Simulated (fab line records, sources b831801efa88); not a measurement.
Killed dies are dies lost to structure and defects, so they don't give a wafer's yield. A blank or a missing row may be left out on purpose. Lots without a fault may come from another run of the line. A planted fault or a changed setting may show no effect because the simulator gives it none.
Problem report in the 8D (eight disciplines) form, filled by code | flow sky130 | the parts of the form that need people (team, actions taken, sign-off) are left out

1. THE PROBLEM
killed_at_M4_up at SKY_PAD_OPEN_PROBE_99 reads a mean of 40.0 on 3 wafers of 2 lots; wafers without a fault read 3.1 with a standard deviation of 1.8. That is +20 standard deviations from the usual mean.
First seen on wafer L203.2, day 47 19:32, on prober-02. The record holds 36 wafers of 12 lots with a number at this step. Rule for "out", or "out of limits": more than 4 standard deviations from the usual mean. The other wafers with a number count as sound.

2. WHAT IT IS AND WHAT IT IS NOT
question                    | is                     | is not
which readings at this step | killed_at_M4_up        | killed_at_M0_to_M3, killed_at_contacts, killed_at_front_end, killed_at_other, killed_short, sort_bin_6_memory
which lots                  | L203, L207             | L197, L198, L199, L200, L202, L209, L212, L216, L219, L220
which wafers of those lots  | L203.2, L203.6, L207.3 | L203.1, L207.1, L207.2
read on which tools         | prober-01, prober-02   | -
when                        | from day 47 19:32      | up to then (16 sound wafers); but 17 sound wafers of L207, L209, L212, L216, L219, L220 came after

3. SUSPECTS, AND WHAT RULES EACH OUT
Counting: a tool at a process step up to the reading stays a suspect if it ran every lot that is out. Sound lots after the first of them don't rule it out here, since some wafers of a struck lot are sound.
- rie_diel-03 at SKY_VIA4_ETCH_12 (etches SiO2 in C4F8/O2/Ar, stops on TiN, target depth 580 nm): kept. It ran every lot that is out, first L203 (day 45 01:07); its last sound lot up to then is L202 (day 44 22:04).
- Within rie_diel-03 at SKY_VIA4_ETCH_12: the wafers that are out ran in chamber 3; their sound lot-mates ran in chambers 0, 1, 2.
Left after counting: rie_diel-03 at SKY_VIA4_ETCH_12.

4. THE CAUSE (what the simulator had put in)
Chamber particle source: rie_diel-03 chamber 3, from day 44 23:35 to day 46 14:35, at SKY_VIA4_ETCH_12. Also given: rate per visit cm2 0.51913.
Counting left only this tool.

5. THE CHAIN OF EFFECTS, in route order
Each row: a reading whose mean over the struck wafers that have a number lies more than 3 standard deviations from the usual. Only readings for which the record gives a usual standard deviation are gone through. hours: the time from each lot's start at the first step in this table that gives one to its start at this step, as a median over the lots. sigmas: the change in usual standard deviations.
hours | step                  | reading              | usual | on struck wafers | change | sigmas
0     | SKY_PAD_OPEN_PROBE_99 | killed_at_M4_up      | 3.1   | 40.0             | +36.9  | +20
0     | SKY_PAD_OPEN_PROBE_99 | sort_bin_3_pad_short | 0.9 % | 2.6              | +1.7   | +4.0
The process steps in it:
- SKY_PAD_OPEN_PROBE_99

6. WHAT WOULD HAVE CAUGHT IT SOONER
In this record the first reading out of limits was taken at day 47 19:32, 68 hours after the fault began at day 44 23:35.
Of the tool readings at SKY_VIA4_ETCH_12 for which the record gives a usual standard deviation, none was out on any struck wafer, so an alarm limit of 4 standard deviations on them would not have fired.
All the lots that are out (2) had begun SKY_VIA4_ETCH_12 on rie_diel-03 by day 47 19:32. A hold on the tool at that time would have spared none of them.
